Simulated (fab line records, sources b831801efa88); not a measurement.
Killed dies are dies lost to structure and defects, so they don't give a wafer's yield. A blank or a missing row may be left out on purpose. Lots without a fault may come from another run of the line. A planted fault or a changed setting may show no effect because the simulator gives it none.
A struck lot beside a sound one | flow gf180mcu | 43 steps out of a route of 602
Sound: wafers L636.1, L636.3, L636.6. Struck: wafers L639.1, L639.4, L639.6. The cause comes at the end.
At each step with rows: each side's tool, then ch and its chambers, then its first start. Under that, the readings that differ: sound wafers | struck wafers | difference of the means | sigmas: that difference in standard deviations of wafers without a fault.
alike: readings whose means differ by less than 2 such deviations, and words and numbers that are the same on both sides. not compared: withheld readings, readings that some wafer has no value for, bounds like >300 that may hide the same value, and numbers for which the record gives no deviation and whose values overlap.
The two part at a step that has a row with sigmas, a row that says differs or no value, or rows on one side only. Numbers that don't overlap but have no deviation are shown without sigmas and don't part them. A reading that every wafer of one side lacks parts them only if that side has two wafers or more.

first, 4 steps without rows for these wafers: GF_V3_STRIP_19 (strips in post etch residue remover, time 1200 s); GF_V3_CLEAN_20 (cleans in DIW); GF_V3_SPUTTER_21 (material Ti, target thk 15 nm, time 80.02 s); GF_V3_SPUTTER_22 (material TiN, target thk 10 nm, time 40 s).
GF_V3_CVD_23: deposits W, target thk 350 nm, time 104.9 s.
  sound on cvd_w-02 ch 0,1, day 23 18:34; struck on cvd_w-01 ch 0,1, day 24 17:04
  alike: heater_power_w
GF_V3_RS_MEAS_24: measures by four-point-probe.
  sound on film_metro-02, day 23 18:41; struck on film_metro-01, day 24 17:11
  alike: V3_W_RS
GF_V3_THK_MEAS_25: measures by xrf.
  sound on film_metro-02, day 23 18:48; struck on film_metro-01, day 24 17:18
  reading       | sound       | struck      | difference | sigmas
  V3_W_THK (nm) | 370 362 363 | 349 352 348 | -15        | -3
GF_V3_CMP_26: polishes, stops on SiO2, t overpolish 15 s, target thk 0 nm.
  sound on cmp-02 ch 1,2, day 23 19:04; struck on cmp-01 ch 0,3, day 24 17:22
  reading                | sound    | struck   | difference | sigmas
  time_to_endpoint_s (s) | 93 93 88 | 81 85 82 | -9         | -2
  alike: motor_current_A, overpolish_run_s
GF_M4_SPUTTER_00: material Ti, target thk 37.5 nm, time 150 s.
  sound on pvd_sputter-01, day 23 19:22; struck on pvd_sputter-02, day 24 17:40
  alike: throttle_valve_pct
then, 3 steps without rows for these wafers: GF_M4_SPUTTER_01 (material TiN, target thk 30 nm, time 25.59 s); GF_M4_SPUTTER_02 (material AlCu, target thk 450 nm, time 23.9 s); GF_M4_SPUTTER_03 (material Ti, target thk 10 nm, time 6.7 s).
GF_M4_SPUTTER_04: material TiN, target thk 50 nm, time 41.7 s.
  sound on pvd_sputter-01, day 23 19:32; struck on pvd_sputter-02, day 24 17:50
  alike: throttle_valve_pct
GF_M4_RS_MEAS_05: measures by four-point-probe.
  sound on film_metro-02, day 23 19:35; struck on film_metro-04, day 24 17:53
  alike: M4_ALCU_RS
GF_M4_THK_MEAS_06: measures by xrf.
  sound on film_metro-02, day 23 19:42; struck on film_metro-04, day 24 18:00
  alike: M4_ALCU_THK
then, 7 steps without rows for these wafers: GF_M4_DEHYDRATE_07 (time 60 s); GF_M4_HMDS_08 (prime time 60 s); GF_M4_COAT_09 (resist thk 1000 nm); GF_M4_SOFTBAKE_10 (time 60 s); GF_M4_EXPOSE_11 (exposes mask Metal4, target cd 280 nm); GF_M4_PEB_12 (peb time 90 s); GF_M4_DEVELOP_13 (develop time 60 s).
GF_M4_CD_MEAS_14: target cd 280 nm.
  sound on cd_sem-02, day 24 17:23; struck on cd_sem-02, day 25 15:17
  alike: cd_nm
GF_M4_OVL_MEAS_15:
  sound on overlay-02, day 24 17:30; struck on overlay-02, day 25 15:24
  alike: M4_OVL
then, 1 step without rows for these wafers: GF_M4_METAL_ETCH_16 (etches the open film in Cl2/BCl3, stops on SiO2, target depth 750.8 nm, time 125.1 s).
GF_M4_STRIP_17: strips in O2/N2.
  sound on plasma_asher-01 ch 0,1, day 24 17:40; struck on plasma_asher-04 ch 0, day 25 15:34
  reading                      | sound          | struck         | difference | sigmas
  strip_time_to_endpoint_s (s) | 7.33 7.35 7.33 | 7.42 7.43 7.43 | +0.09      | +2
  alike: drypump_motor_current_A, heater_power_w, oes_product_au
  not compared: rf_hours_counter_h
then, 3 steps without rows for these wafers: GF_M4_STRIP_18 (strips in post etch residue remover, time 1200 s); GF_M4_CLEAN_19 (cleans in DIW); GF_V4_CVD_00 (deposits SiO2, target thk 600 nm, time 100 s).
GF_V4_THK_MEAS_01:
  sound on film_metro-02, day 24 18:18; struck on film_metro-04, day 25 16:16
  alike: V4_CVD_00_THK
GF_V4_CVD_02: deposits SiO2 from TEOS, target thk 850 nm, time 94.851 s.
  sound on pecvd-01 ch 0,1,2, day 24 18:22; struck on pecvd-04 ch 0,1, day 25 16:19
  alike: heater_power_w
GF_V4_THK_MEAS_03:
  sound on film_metro-04, day 24 18:26; struck on film_metro-02, day 25 16:23
  alike: V4_CVD_02_THK
then, 1 step without rows for these wafers: GF_V4_CMP_04 (polishes SiO2).
GF_V4_BOW_MEAS_05:
  sound on film_metro-04, day 24 18:47; struck on film_metro-02, day 25 16:45
  alike: V4_BOW
then, 8 steps without rows for these wafers: GF_V4_DEHYDRATE_06 (time 60 s); GF_V4_HMDS_07 (prime time 60 s); GF_V4_COAT_08; GF_V4_COAT_09 (resist thk 1000 nm); GF_V4_SOFTBAKE_10 (time 60 s); GF_V4_EXPOSE_11 (exposes mask Via4, target cd 260 nm); GF_V4_PEB_12 (peb time 90 s); GF_V4_DEVELOP_13 (develop time 60 s).
-- the record jumps here: 5 days lie between the struck wafers' starts before and after (it left off in module V4 and takes up again in module PASSIVATION, whose first step shown is number 602 of the route) --
GF_PASSIVATION_PROBE_99:
  the record has rows for the struck wafers here (prober-02, day 30 22:19) and none for the sound ones

WHERE THEY PART
First at GF_V3_THK_MEAS_25; last, within this record, at GF_PASSIVATION_PROBE_99.

WHY: what the simulator had put in
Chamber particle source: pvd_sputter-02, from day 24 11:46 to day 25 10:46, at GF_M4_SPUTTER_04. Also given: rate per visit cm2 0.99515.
